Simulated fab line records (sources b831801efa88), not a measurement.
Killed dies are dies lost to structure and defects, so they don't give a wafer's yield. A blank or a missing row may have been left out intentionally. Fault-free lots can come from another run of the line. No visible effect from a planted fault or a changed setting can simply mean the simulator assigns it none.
Struck lot and sound lot, side by side :: flow sky130 :: 15 out of 708 route steps
Sound: these wafers, L778.2, L778.3, L778.6. The struck wafers were L783.1, L783.4, L783.5. The cause comes at the end.
Order at every step that has rows: each side's tool, ch and its chambers, its first start. Under that, the readings that differ: sound wafers :: struck wafers :: difference of the means :: sigmas: that difference in standard deviations of wafers without a fault.
alike: same words and numbers on both sides, and readings whose means sit less than 2 such deviations apart. not compared: any withheld reading, any reading some wafer has no value for, any bound like >300 that may hide the same value, and any number with overlapping values for which the record gives no deviation.
Wherever a step has rows on one side only, a row that says differs or no value, or a row with sigmas, the two part there. Non-overlapping numbers with no deviation appear without sigmas and do not part them. A reading that every wafer of one side lacks parts them only if that side has two wafers or more.

first, 2 steps without rows for these wafers: SKY_PASSIVATION_PEB_09; SKY_PASSIVATION_DEVELOP_10 (develop time 60 s).
SKY_PASSIVATION_ETCH_11: etches the open film in CF4/O2, stops on AlCu, target depth 725 nm, time 161.1 s.
  sound on rie_diel-02 ch 1,3, day 45 04:17; struck on rie_diel-02 ch 1,2,3, day 46 07:11
  alike: drypump_motor_current_A, oes_product_au, rf_fwd_power_W, throttle_valve_pct
  not compared: rf_hours_counter_h
SKY_PASSIVATION_STRIP_12: strips in O2/N2.
  sound on plasma_asher-02 ch 0,1, day 45 04:23; struck on plasma_asher-02 ch 0,1, day 46 07:18
  alike: chamber_pressure_mTorr, drypump_motor_current_A, oes_product_au, strip_time_to_endpoint_s
  not compared: rf_hours_counter_h
then, 7 steps without rows for these wafers: SKY_PAD_OPEN_DEHYDRATE_00 (time 60 s); SKY_PAD_OPEN_HMDS_01 (prime time 60 s); SKY_PAD_OPEN_COAT_02 (resist thk 3000 nm); SKY_PAD_OPEN_SOFTBAKE_03; SKY_PAD_OPEN_EXPOSE_04 (exposes mask PDM, target cd 60000 nm); SKY_PAD_OPEN_PEB_05; SKY_PAD_OPEN_DEVELOP_06 (develop time 60 s).
SKY_PAD_OPEN_ETCH_07: etches the open film in CF4/O2, stops on AlCu, target depth 725 nm, time 161.1 s.
  sound on rie_diel-01 ch 1,2, day 46 01:26; struck on rie_diel-01 ch 1,2, day 47 03:23
  alike: drypump_motor_current_A, oes_product_au, rf_fwd_power_W, throttle_valve_pct
  not compared: rf_hours_counter_h
SKY_PAD_OPEN_STRIP_08: strips in O2/N2.
  sound on plasma_asher-04 ch 0,1, day 46 01:32; struck on plasma_asher-03 ch 0,1, day 47 03:29
  no value came back on the struck wafers for chamber_pressure_mTorr (mTorr), drypump_motor_current_A (A), oes_product_au (a.u.), strip_time_to_endpoint_s (s); on the sound wafers chamber_pressure_mTorr (mTorr) reads 1499.3 1500.2 1501.5
reading: model.coat_of_PAD_OPEN_COAT_02.thk_nm (nm)
sound: 0 0 0
struck: 2997 2986 2999
difference: +2994
sigmas: 
  not compared: rf_hours_counter_h
then, 1 step without rows for these wafers: SKY_PAD_OPEN_STRIP_09 (strips in post etch residue remover, time 1200 s).
SKY_PAD_OPEN_PROBE_99:
  sound wafers here have rows in the record (prober-01, day 46 03:48); struck ones have none

WHERE THEY PART
Last at SKY_PAD_OPEN_PROBE_99 as far as this record goes, first at SKY_PAD_OPEN_STRIP_08.

WHY: what had been put in by the simulator
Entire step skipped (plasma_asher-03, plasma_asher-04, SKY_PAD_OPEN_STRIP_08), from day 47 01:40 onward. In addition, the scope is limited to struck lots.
